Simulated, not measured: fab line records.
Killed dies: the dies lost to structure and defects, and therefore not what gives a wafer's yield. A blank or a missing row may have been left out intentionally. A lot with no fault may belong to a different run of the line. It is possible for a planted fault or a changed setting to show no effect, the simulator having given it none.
Which of the tools did it? + flow gf180mcu + 13 lots, 39 wafers sampled, at 3 steps of a route of 602

WHAT THE GAUGES SHOWED, per wafer
GF_VT_IMPLANT_RS_MEAS_47: a four-point-probe measurement.
| lot  | measured     | on           | NWELL_RS (ohm/sq) |
|------|--------------|--------------|-------------------|
| L791 | day 7 17:02  | filmMetro-02 | 485.6 488.4 486.6 |
| L792 | day 7 22:07  | filmMetro-04 | 485.1 488.1 486.3 |
| L793 | day 8 01:46  | filmMetro-03 | 489.1 489.3 487.7 |
| L794 | day 8 13:43  | filmMetro-03 | 487.4 487.8 488.0 |
| L795 | day 8 17:51  | filmMetro-03 | 490.3 490.2 490.0 |
| L796 | day 9 02:01  | filmMetro-03 | 489.2 488.7 490.1 |
| L797 | day 9 04:36  | filmMetro-02 | 487.3 486.6 485.8 |
| L798 | day 9 10:03  | filmMetro-02 | 489.9 487.8 487.3 |
| L801 | day 10 07:48 | filmMetro-02 | 488.3 488.8 488.9 |
| L803 | day 11 03:31 | filmMetro-03 | 489.7 489.2 489.3 |
| L809 | day 12 13:02 | filmMetro-04 | 487.8 487.7 486.6 |
| L810 | day 12 18:54 | filmMetro-02 | 486.2 485.7 487.0 |
| L813 | day 13 13:49 | filmMetro-04 | 488.9 486.9 489.9 |

GF_POLY_GATE_CD_MEAS_10: target cd 280 nm.
| lot  | measured     | on       | cdNm (nm)         |
|------|--------------|----------|-------------------|
| L791 | day 9 07:31  | cdSem-01 | 282.6 281.3 281.6 |
| L792 | day 9 13:13  | cdSem-01 | 281.3 281.4 280.7 |
| L793 | day 9 16:29  | cdSem-02 | 280.1 280.3 281.6 |
| L794 | day 10 05:43 | cdSem-02 | 281.2 281.0 280.8 |
| L795 | day 10 10:46 | cdSem-02 | 279.6 280.5 280.8 |
| L796 | day 10 18:20 | cdSem-01 | 281.1 281.8 281.5 |
| L797 | day 10 20:53 | cdSem-02 | 279.3 278.5 280.0 |
| L798 | day 11 03:17 | cdSem-02 | 280.9 281.2 281.5 |
| L801 | day 12 04:37 | cdSem-01 | 279.5 279.2 279.1 |
| L803 | day 13 01:44 | cdSem-02 | 281.3 280.2 279.9 |
| L809 | day 14 10:26 | cdSem-02 | 281.4 282.0 282.7 |
| L810 | day 14 17:44 | cdSem-02 | 281.6 281.2 281.8 |
| L813 | day 15 13:23 | cdSem-01 | 278.3 278.6 277.8 |

GF_POLY_GATE_CD_MEAS_18.
| lot  | measured     | on       | cdNm (nm)         |
|------|--------------|----------|-------------------|
| L791 | day 9 09:21  | cdSem-02 | 282.3 282.9 279.8 |
| L792 | day 9 14:58  | cdSem-02 | 283.4 281.0 281.5 |
| L793 | day 9 18:13  | cdSem-01 | 279.0 280.9 282.3 |
| L794 | day 10 10:47 | cdSem-01 | 281.5 281.4 279.7 |
| L795 | day 10 17:20 | cdSem-01 | 277.4 281.3 281.6 |
| L796 | day 10 22:58 | cdSem-01 | 282.1 280.7 282.2 |
| L797 | day 10 22:58 | cdSem-02 | 279.5 278.5 281.0 |
| L798 | day 11 06:22 | cdSem-02 | 281.9 281.5 280.9 |
| L801 | day 12 07:26 | cdSem-02 | 281.7 277.8 278.3 |
| L803 | day 13 05:39 | cdSem-02 | 284.1 280.3 281.9 |
| L809 | day 14 12:18 | cdSem-01 | 283.2 284.5 285.1 |
| L810 | day 14 20:31 | cdSem-02 | 285.5 285.8 284.2 |
| L813 | day 15 16:28 | cdSem-02 | 279.9 278.8 278.3 |

TOOL THAT RAN EACH LOT (tool first, then ch and the chambers of the sampled wafers, then the start)
No process step before these readings appears in the record.

WHAT THE TOOLS THEMSELVES READ (means of the sampled wafers that have a number; where no wafer has one, the mark that the record gives instead)
The record holds no such reading with a usual standard deviation.

THE ANSWER, worked out from the rows above alone
Rule: usual is defined by the lots themselves. The widest of any qualifying gaps counts: lots, ordered by their means at a reading, are off when they make up no more than a third of the lots, leave a main group of 4 or more, and stand apart from it by 3 or more times the standard deviation of that group's means. If all means in a main group match to the digits the tables above print for the reading, that group is not used. Also off: a lot with no number at a reading for which 4 or more lots have one. All remaining lots with rows at the step are treated as sound. Order of review: gauges by route order, followed by the tools' own readings, for which a lot's mean as printed above is used. The first step at which some lot is off is used, and at that step the reading that is off furthest; a lot without a number counts as furthest.
None of the lots is off at any reading shown; this tells nothing.

WHAT THE SIMULATOR HAD INSERTED
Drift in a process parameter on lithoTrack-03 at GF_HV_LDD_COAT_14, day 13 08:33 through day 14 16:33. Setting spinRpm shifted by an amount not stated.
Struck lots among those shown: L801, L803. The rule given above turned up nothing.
